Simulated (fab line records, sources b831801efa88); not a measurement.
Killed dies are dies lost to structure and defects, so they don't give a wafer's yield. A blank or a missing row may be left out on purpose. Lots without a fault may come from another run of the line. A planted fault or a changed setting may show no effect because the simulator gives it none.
fab line records | flow gf180mcu
record lots=5 wafers=15 last_day=33
route steps=602 shown NSD@242 PSD@248 SAB@264
lots that met no fault: from a run of the same line without faults
start_h: hours from the record's first day to the start of the lot's first wafer shown | wait_h: hours since the lot's step before | " the same as in the row above | L1.1+2: a row that stands for several wafers | - no value, or no start given | * or withheld: withheld | < > ~ a bound
route shown NAME@n: a module of which the file shows steps, and the number in the route of the first | usual: mean/standard deviation of fault-free wafers | same: alike in all rows | chamber/n: place in a boat | sites: the reading at each site | _std_site: their standard deviation | _edge_site: outer sites' mean less inner sites' | radius_mm: how far each site lies from the wafer's centre | mask NAME#n: copy n | behind: the tool/chamber that last shaped the wafer | hold: why the lot was held/for how many hours/how that ended | device: the transistor (n, p or np) that didn't switch | end of line: the same wafers' tests at the end of the route | a step without rows: its recipe alone | killed: dies lost to structure and defects at the first sort, not the wafer's yield | map: a wafer's dies, x killed, . not, _ none there
set.NAME: the setting as run; set.NAME@STEP: as run at that earlier step | model.NAME: the simulator's own value behind a step, which no gauge read
lots at some steps of the route; a table a step, a row a wafer
services: from which hour (start_h, from the record's first day; less than 0 if before it) a tool's chamber was out of use, for how many hours, and why
## steps
# step GF_NSD_CD_MEAS_07
# recipe target_cd_nm=400
# usual cd_nm=400.2/2.1
# columns lot.wafer tool chamber start_h wait_h cd_nm
L075.2 cd_sem-01 - 304.67 0.1 399.6
L075.4 " - " " 401.7
L075.5 " - " " 399.1
L081.1 cd_sem-02 - 358.33 0.1 398.3
L081.4 " - " " 399.3
L081.6 " - " " 399.7
L083.2 cd_sem-01 - 373.42 0.1 401.5
L083.3 " - " " 402.1
L083.4 " - " " 401.4
L091.2 cd_sem-02 - 436.06 0.1 400.2
L091.4 " - " " 399.5
L091.5 " - " " 400.6
L094.1 cd_sem-01 - 460.14 0.1 405.0
L094.3 " - " " 403.8
L094.4 " - " " 401.0
# step GF_NSD_OVL_MEAS_08
# usual NSD_OVL=-0.4/1.3
# columns lot.wafer tool chamber start_h wait_h NSD_OVL[nm]
L075.2 overlay-02 - 304.77 0.1 -2.7
L075.4 " - " " -2.4
L075.5 " - " " -1.7
L081.1 overlay-01 - 358.45 0.1 -0.2
L081.4 " - " " 0.2
L081.6 " - " " -0.8
L083.2 overlay-01 - 373.52 0.1 -0.7
L083.3 " - " " -0.3
L083.4 " - " " -0.2
L091.2 overlay-02 - 436.17 0.1 -0.4
L091.4 " - " " -1.1
L091.5 " - " " 0.6
L094.1 overlay-02 - 460.26 0.1 0.0
L094.3 " - " " -0.4
L094.4 " - " " -1.3
# step GF_NSD_IMPLANT_09
# recipe species=As energy_kev=60 dose_cm2=4e+15 tilt_deg=7
# columns lot.wafer tool chamber start_h wait_h
L075.2+4+5 implanter-04 0 304.83 0.0
L081.1+4+6 implanter-02 0 358.48 0.0
L083.2+3+4 implanter-03 0 373.58 0.0
L091.2+4+5 implanter-03 0 436.22 0.0
L094.1+3+4 implanter-04 0 460.29 0.0
# step GF_NSD_IMPLANT_10
# recipe species=P energy_kev=40 dose_cm2=5e+14 tilt_deg=7
# columns lot.wafer tool chamber start_h wait_h
L075.2+4+5 implanter-04 0 304.98 0.1
L081.1+4+6 implanter-02 0 358.63 0.1
L083.2+3+4 implanter-03 0 373.73 0.1
L091.2+4+5 implanter-03 0 436.37 0.1
L094.1+3+4 implanter-04 0 460.44 0.1
# step GF_NSD_STRIP_11
# recipe chemistry=O2/N2 power_w=1400 pressure_mtorr=1500 platen_temp_c=250 o2_flow_sccm=3000 n2_flow_sccm=300 overash_fraction=0.5
# usual drypump_motor_current_A=5.7/0.57 heater_power_w=362/53 oes_product_au=0.488/0.0048 strip_time_to_endpoint_s=22.97/0.036
# columns lot.wafer tool chamber start_h wait_h drypump_motor_current_A heater_power_w oes_product_au rf_hours_counter_h strip_time_to_endpoint_s
L075.2 plasma_asher-04 1 305.10 0.1 5.2 433 0.492 69 22.99
L075.4 " 1 " " 5.2 434 0.492 - 23.03
L075.5 " 1 " " 5.2 439 0.483 - 23.02
L081.1 plasma_asher-01 1 358.78 0.1 6.0 323 0.487 70 22.95
L081.4 " 0 " " 6.6 414 0.475 - 22.97
L081.6 " 1 " " 6.0 319 0.495 - 22.95
L083.2 plasma_asher-04 1 373.85 0.1 5.2 431 0.490 76 22.98
L083.3 " 0 " " 5.0 295 0.489 - 22.94
L083.4 " 1 " " 5.2 433 0.490 - 22.94
L091.2 plasma_asher-02 1 436.50 0.1 5.7 332 0.492 67 22.99
L091.4 " 0 " " 5.9 369 0.486 - 22.99
L091.5 " 0 " " 5.9 365 0.488 - 22.97
L094.1 plasma_asher-02 1 460.59 0.1 5.7 334 0.489 69 22.92
L094.3 " 1 " " 5.7 329 0.487 - 22.95
L094.4 " 0 " " 5.9 368 0.491 - 22.97
# step GF_NSD_TW_MEAS_12
# usual NSD_TW=4300/66
# columns lot.wafer tool chamber start_h wait_h NSD_TW
L075.2 film_metro-03 - 305.21 0.1 4356
L075.4 " - " " 4360
L075.5 " - " " 4373
L081.1 film_metro-02 - 358.88 0.1 4233
L081.4 " - " " 4219
L081.6 " - " " 4257
L083.2 film_metro-03 - 373.96 0.1 4365
L083.3 " - " " 4390
L083.4 " - " " 4371
L091.2 film_metro-02 - 436.61 0.1 4270
L091.4 " - " " 4241
L091.5 " - " " 4268
L094.1 film_metro-03 - 460.69 0.1 4361
L094.3 " - " " 4386
L094.4 " - " " 4364
# step GF_PSD_DEHYDRATE_00
# recipe temp_c=200 time_s=60
# columns lot.wafer tool chamber start_h wait_h
L075.2+4+5 litho_track-03 0 314.75 9.5
L081.1+4+6 litho_track-04 0 369.34 10.4
L083.2+3+4 litho_track-01 0 384.95 11.0
L091.2+4+5 litho_track-01 0 448.35 11.7
L094.1+3+4 litho_track-01 0 472.03 11.3
# step GF_PSD_HMDS_01
# recipe prime_time_s=60 prime_temp_c=120
# columns lot.wafer tool chamber start_h wait_h
L075.2+4+5 litho_track-03 0 314.90 0.1
L081.1+4+6 litho_track-04 0 369.49 0.1
L083.2+3+4 litho_track-01 0 385.10 0.1
L091.2+4+5 litho_track-01 0 448.50 0.1
L094.1+3+4 litho_track-01 0 472.18 0.1
# step GF_PSD_COAT_02
# recipe resist=NOVOLAK spin_rpm=3000 resist_thk_nm=1000
# columns lot.wafer tool chamber start_h wait_h
L075.2+4+5 litho_track-03 0 315.05 0.1
L081.1+4+6 litho_track-04 0 369.64 0.1
L083.2+3+4 litho_track-01 0 385.25 0.1
L091.2+4+5 litho_track-01 0 448.65 0.1
L094.1+3+4 litho_track-01 0 472.33 0.1
# step GF_PSD_SOFTBAKE_03
# recipe temp_c=90 time_s=60 resist=NOVOLAK
# columns lot.wafer tool chamber start_h wait_h
L075.2+4+5 litho_track-03 0 315.20 0.1
L081.1+4+6 litho_track-04 0 369.79 0.1
L083.2+3+4 litho_track-01 0 385.40 0.1
L091.2+4+5 litho_track-01 0 448.80 0.1
L094.1+3+4 litho_track-01 0 472.48 0.1
# step GF_PSD_EXPOSE_04
# recipe mask_id=Pplus target_cd_nm=400 na=0.6 source_shape=conventional sigma_outer=0.6 dose_mj=140
# usual exposure_dose_mJ_cm2=140.02/0.14
# columns lot.wafer tool chamber start_h wait_h mask exposure_dose_mJ_cm2
L075.2 iline_stepper-02 0 - - Pplus#0 140.04
L075.4 " 0 " " Pplus#0 140.14
L075.5 " 0 " " Pplus#0 140.10
L081.1 iline_stepper-01 0 - - Pplus#0 139.96
L081.4 " 0 " " Pplus#0 139.92
L081.6 " 0 " " Pplus#0 139.99
L083.2 iline_stepper-01 0 - - Pplus#0 139.90
L083.3 " 0 " " Pplus#0 139.84
L083.4 " 0 " " Pplus#0 139.89
L091.2 iline_stepper-01 0 - - Pplus#0 140.15
L091.4 " 0 " " Pplus#0 140.37
L091.5 " 0 " " Pplus#0 140.23
L094.1 iline_stepper-02 0 - - Pplus#0 139.83
L094.3 " 0 " " Pplus#0 139.84
L094.4 " 0 " " Pplus#0 140.00
# step GF_PSD_PEB_05
# recipe temp_c=withheld time_s=* resist=NOVOLAK
# columns lot.wafer tool chamber start_h wait_h
L075.2+4+5 litho_track-03 0 - -
L081.1+4+6 litho_track-03 0 - -
L083.2+3+4 litho_track-03 0 - -
L091.2+4+5 litho_track-01 0 - -
L094.1+3+4 litho_track-03 0 - -
# step GF_PSD_DEVELOP_06
# recipe develop_time_s=60 dev_temp_c=23
# columns lot.wafer tool chamber start_h wait_h
L075.2+4+5 litho_track-03 0 325.80 0.1
L081.1+4+6 litho_track-03 0 381.17 0.1
L083.2+3+4 litho_track-03 0 397.00 0.1
L091.2+4+5 litho_track-01 0 460.45 0.1
L094.1+3+4 litho_track-03 0 484.32 0.1
# step GF_PSD_CD_MEAS_07
# recipe target_cd_nm=400
# usual cd_nm=400.0/2.5
# columns lot.wafer tool chamber start_h wait_h cd_nm
L075.2 cd_sem-02 - 325.94 0.1 399.2
L075.4 " - " " 397.3
L075.5 " - " " 398.2
L081.1 cd_sem-01 - 381.32 0.1 400.2
L081.4 " - " " 401.5
L081.6 " - " " 400.1
L083.2 cd_sem-01 - 397.14 0.1 398.4
L083.3 " - " " 398.6
L083.4 " - " " 399.2
L091.2 cd_sem-01 - 460.60 0.1 397.4
L091.4 " - " " 396.8
L091.5 " - " " 396.7
L094.1 cd_sem-01 - 484.47 0.1 402.2
L094.3 " - " " 398.8
L094.4 " - " " 398.7
# step GF_PSD_OVL_MEAS_08
# usual PSD_OVL=-0.2/1.1
# columns lot.wafer tool chamber start_h wait_h PSD_OVL[nm]
L075.2 overlay-01 - 326.05 0.1 -0.6
L075.4 " - " " -1.3
L075.5 " - " " -0.8
L081.1 overlay-02 - 381.44 0.1 0.9
L081.4 " - " " 0.3
L081.6 " - " " 1.3
L083.2 overlay-01 - 397.25 0.1 0.8
L083.3 " - " " 0.6
L083.4 " - " " -0.5
L091.2 overlay-01 - 460.70 0.1 1.4
L091.4 " - " " -0.2
L091.5 " - " " 1.3
L094.1 overlay-02 - 484.59 0.1 0.3
L094.3 " - " " 0.7
L094.4 " - " " 0.2
# step GF_PSD_IMPLANT_09
# recipe species=BF2 energy_kev=40 dose_cm2=1.5e+15 tilt_deg=7
# columns lot.wafer tool chamber start_h wait_h
L075.2+4+5 implanter-01 0 326.10 0.0
L081.1+4+6 implanter-02 0 381.48 0.0
L083.2+3+4 implanter-01 0 397.30 0.0
L091.2+4+5 implanter-04 0 460.76 0.0
L094.1+3+4 implanter-04 0 484.63 0.0
# step GF_PSD_STRIP_10
# recipe chemistry=O2/N2 power_w=1400 pressure_mtorr=1500 platen_temp_c=250 o2_flow_sccm=3000 n2_flow_sccm=300 overash_fraction=0.5
# usual drypump_motor_current_A=5.9/0.49 heater_power_w=352/35 oes_product_au=0.592/0.0043 strip_time_to_endpoint_s=16.53/0.036
# columns lot.wafer tool chamber start_h wait_h drypump_motor_current_A heater_power_w oes_product_au rf_hours_counter_h strip_time_to_endpoint_s
L075.2 plasma_asher-03 0 326.23 0.1 5.4 345 0.594 21 16.51
L075.4 " 1 " " 5.1 318 0.587 - 16.57
L075.5 " 1 " " 5.1 330 0.596 - 16.54
L081.1 plasma_asher-03 1 381.63 0.1 5.1 326 0.596 27 16.56
L081.4 " 0 " " 5.4 355 0.585 - 16.53
L081.6 " 1 " " 5.1 334 0.588 - 16.52
L083.2 plasma_asher-03 0 397.43 0.1 5.4 336 0.594 28 16.58
L083.3 " 1 " " 5.1 324 0.596 - 16.59
L083.4 " 0 " " 5.4 345 0.593 - 16.55
L091.2 plasma_asher-02 0 460.88 0.1 5.9 362 0.592 70 16.52
L091.4 " 0 " " 5.9 357 0.594 - 16.52
L091.5 " 0 " " 5.9 370 0.589 - 16.53
L094.1 plasma_asher-02 0 484.78 0.1 5.9 356 0.597 72 16.61
L094.3 " 0 " " 5.9 367 0.591 - 16.59
L094.4 " 1 " " 5.7 327 0.594 - 16.60
# step GF_PSD_TW_MEAS_11
# usual PSD_TW=3218/48
# columns lot.wafer tool chamber start_h wait_h PSD_TW
L075.2 film_metro-03 - 326.34 0.1 3234
L075.4 " - " " 3245
L075.5 " - " " 3248
L081.1 film_metro-03 - 381.73 0.1 3295
L081.4 " - " " 3291
L081.6 " - " " 3296
L083.2 film_metro-04 - 397.54 0.1 3189
L083.3 " - " " 3179
L083.4 " - " " 3192
L091.2 film_metro-04 - 460.99 0.1 3172
L091.4 " - " " 3176
L091.5 " - " " 3170
L094.1 film_metro-02 - 484.88 0.1 3170
L094.3 " - " " 3163
L094.4 " - " " 3167
# step GF_PSD_CLEAN_12
# recipe chemistry=SC1/SC2 mix=1:4:20 temp_c=70 time_s=150 dry=n2_spin
# usual temp_c=70.01/0.12
# columns lot.wafer tool chamber start_h wait_h temp_c
L075.2 wet_bench-03 3 326.39 0.0 69.95
L075.4 " 3 " " 70.05
L075.5 " 3 " " 69.93
L081.1 wet_bench-04 0 381.79 0.1 70.21
L081.4 " 0 " " 70.17
L081.6 " 0 " " 70.10
L083.2 wet_bench-04 3 397.59 0.0 70.15
L083.3 " 3 " " 70.30
L083.4 " 3 " " 70.07
L091.2 wet_bench-01 1 461.04 0.0 70.14
L091.4 " 1 " " 69.91
L091.5 " 1 " " 70.02
L094.1 wet_bench-04 0 484.94 0.1 69.98
L094.3 " 0 " " 69.92
L094.4 " 0 " " 69.98
# step GF_PSD_RTA_13
# recipe temp_c=1025 time_s=20 ambient=N2
# usual lamp_power_pct=32.0/0.78 wafer_temp_C_max=1029.6/1
# columns lot.wafer tool chamber start_h wait_h lamp_power_pct wafer_temp_C_max
L075.2 rtp_anneal-01 0 326.46 0.0 31.1 1029.4
L075.4 " 0 " " 31.1 1030.9
L075.5 " 0 " " 31.1 1030.6
L081.1 rtp_anneal-02 0 381.84 0.0 32.7 1029.0
L081.4 " 0 " " 32.7 1029.6
L081.6 " 0 " " 32.7 1029.5
L083.2 rtp_anneal-01 0 397.66 0.0 31.1 1031.7
L083.3 " 0 " " 31.1 1030.8
L083.4 " 0 " " 31.1 1029.1
L091.2 rtp_anneal-02 0 461.11 0.0 32.7 1028.8
L091.4 " 0 " " 32.7 1029.7
L091.5 " 0 " " 32.7 1029.3
L094.1 rtp_anneal-01 0 485.04 0.0 31.1 1030.2
L094.3 " 0 " " 31.1 1029.1
L094.4 " 0 " " 31.1 1030.3
# step GF_PSD_RS_MEAS_14
# recipe thk_meas_gauge=four-point-probe
# usual NSD_RS=46.13/0.089
# columns lot.wafer tool chamber start_h wait_h NSD_RS[ohm/sq]
L075.2 film_metro-04 - 326.55 0.1 45.98
L075.4 " - " " 45.87
L075.5 " - " " 46.07
L081.1 film_metro-02 - 382.00 0.1 46.03
L081.4 " - " " 46.14
L081.6 " - " " 46.13
L083.2 film_metro-03 - 397.82 0.1 46.13
L083.3 " - " " 46.22
L083.4 " - " " 46.18
L091.2 film_metro-03 - 461.20 0.1 46.15
L091.4 " - " " 46.21
L091.5 " - " " 46.15
L094.1 film_metro-04 - 485.12 0.1 46.15
L094.3 " - " " 46.18
L094.4 " - " " 46.12
# step GF_PSD_RS_MEAS_15
# recipe thk_meas_gauge=four-point-probe
# usual PSD_RS=108.51/0.28
# columns lot.wafer tool chamber start_h wait_h PSD_RS[ohm/sq]
L075.2 film_metro-04 - 326.67 0.1 108.56
L075.4 " - " " 107.94
L075.5 " - " " 108.39
L081.1 film_metro-02 - 382.12 0.1 108.32
L081.4 " - " " 108.54
L081.6 " - " " 108.32
L083.2 film_metro-03 - 397.94 0.1 108.76
L083.3 " - " " 108.59
L083.4 " - " " 108.65
L091.2 film_metro-03 - 461.32 0.1 108.69
L091.4 " - " " 108.45
L091.5 " - " " 108.87
L094.1 film_metro-04 - 485.24 0.1 108.69
L094.3 " - " " 108.53
L094.4 " - " " 108.55
# step GF_SAB_CVD_00
# recipe material=SiO2 target_thk_nm=50 precursor=TEOS temp_c=400 time_s=4.9302 rf_w=600
# usual heater_power_w=677/77
# columns lot.wafer tool chamber start_h wait_h heater_power_w
L075.2 pecvd-01 2 326.77 0.1 618
L075.4 " 0 " " 732
L075.5 " 1 " " 750
L081.1 pecvd-04 0 382.24 0.1 724
L081.4 " 0 " " 716
L081.6 " 1 " " 688
L083.2 pecvd-03 0 398.04 0.1 514
L083.3 " 1 " " 646
L083.4 " 2 " " 580
L091.2 pecvd-04 2 461.42 0.1 803
L091.4 " 1 " " 677
L091.5 " 0 " " 638
L094.1 pecvd-04 1 485.36 0.1 771
L094.3 " 0 " " 687
L094.4 " 2 " " 803
# step GF_SAB_THK_MEAS_01
# recipe reads=SiO2_of_SAB_CVD_00
# usual SAB_CVD_00_THK=50.0/0.74
# columns lot.wafer tool chamber start_h wait_h SAB_CVD_00_THK[nm]
L075.2 film_metro-02 - 326.80 0.0 49.4
L075.4 " - " " 49.6
L075.5 " - " " 49.8
L081.1 film_metro-02 - 382.26 0.0 49.7
L081.4 " - " " 50.1
L081.6 " - " " 49.2
L083.2 film_metro-03 - 398.07 0.0 50.9
L083.3 " - " " 50.2
L083.4 " - " " 50.8
L091.2 film_metro-02 - 461.45 0.0 49.0
L091.4 " - " " 49.5
L091.5 " - " " 50.4
L094.1 film_metro-01 - 485.38 0.0 48.9
L094.3 " - " " 49.5
L094.4 " - " " 50.1
# step GF_SAB_DEHYDRATE_02
# recipe temp_c=200 time_s=60
# columns lot.wafer tool chamber start_h wait_h
L075.2+4+5 litho_track-01 0 336.70 9.9
L081.1+4+6 litho_track-03 0 393.22 10.9
L083.2+3+4 litho_track-03 0 408.85 10.8
L091.2+4+5 litho_track-03 0 473.14 11.7
L094.1+3+4 litho_track-02 0 496.55 11.2
# step GF_SAB_HMDS_03
# recipe prime_time_s=60 prime_temp_c=120
# columns lot.wafer tool chamber start_h wait_h
L075.2+4+5 litho_track-01 0 336.85 0.1
L081.1+4+6 litho_track-03 0 393.37 0.1
L083.2+3+4 litho_track-03 0 409.00 0.1
L091.2+4+5 litho_track-03 0 473.29 0.1
L094.1+3+4 litho_track-02 0 496.70 0.1
# step GF_SAB_COAT_04
# recipe resist=NOVOLAK spin_rpm=3000 resist_thk_nm=1000
# columns lot.wafer tool chamber start_h wait_h
L075.2+4+5 litho_track-01 0 337.00 0.1
L081.1+4+6 litho_track-03 0 393.52 0.1
L083.2+3+4 litho_track-03 0 409.15 0.1
L091.2+4+5 litho_track-03 0 473.44 0.1
L094.1+3+4 litho_track-02 0 496.85 0.1
## services
# columns tool chamber start_h hours kind
implanter-04 - 294.22 3.1 repair
wet_bench-04 - 298.95 2.1 repair
implanter-03 - 301.41 5.2 repair
plasma_asher-02 - 304.14 4.3 repair
implanter-03 - 311.76 3.1 pm
iline_stepper-01 - 330.94 1.7 pm
plasma_asher-02 - 331.02 4.3 repair
iline_stepper-01 - 333.56 4.4 pm
implanter-03 - 337.74 2.9 pm
iline_stepper-01 - 339.39 0.7 repair
implanter-01 - 340.44 15.1 repair
plasma_asher-04 - 347.79 2.5 repair
implanter-04 - 363.02 1.8 repair
implanter-04 - 387.57 2.4 repair
implanter-01 - 398.52 3.3 repair
plasma_asher-04 - 421.25 9.0 pm
iline_stepper-02 - 425.53 1.7 pm
iline_stepper-02 - 427.20 4.4 pm
iline_stepper-02 - 434.49 1.1 repair
implanter-04 - 449.58 3.3 pm
implanter-02 - 452.84 90.7 pm
plasma_asher-02 - 472.44 1.8 repair
implanter-03 - 473.06 7.8 pm
implanter-03 - 481.51 8.1 repair
## key
fault none
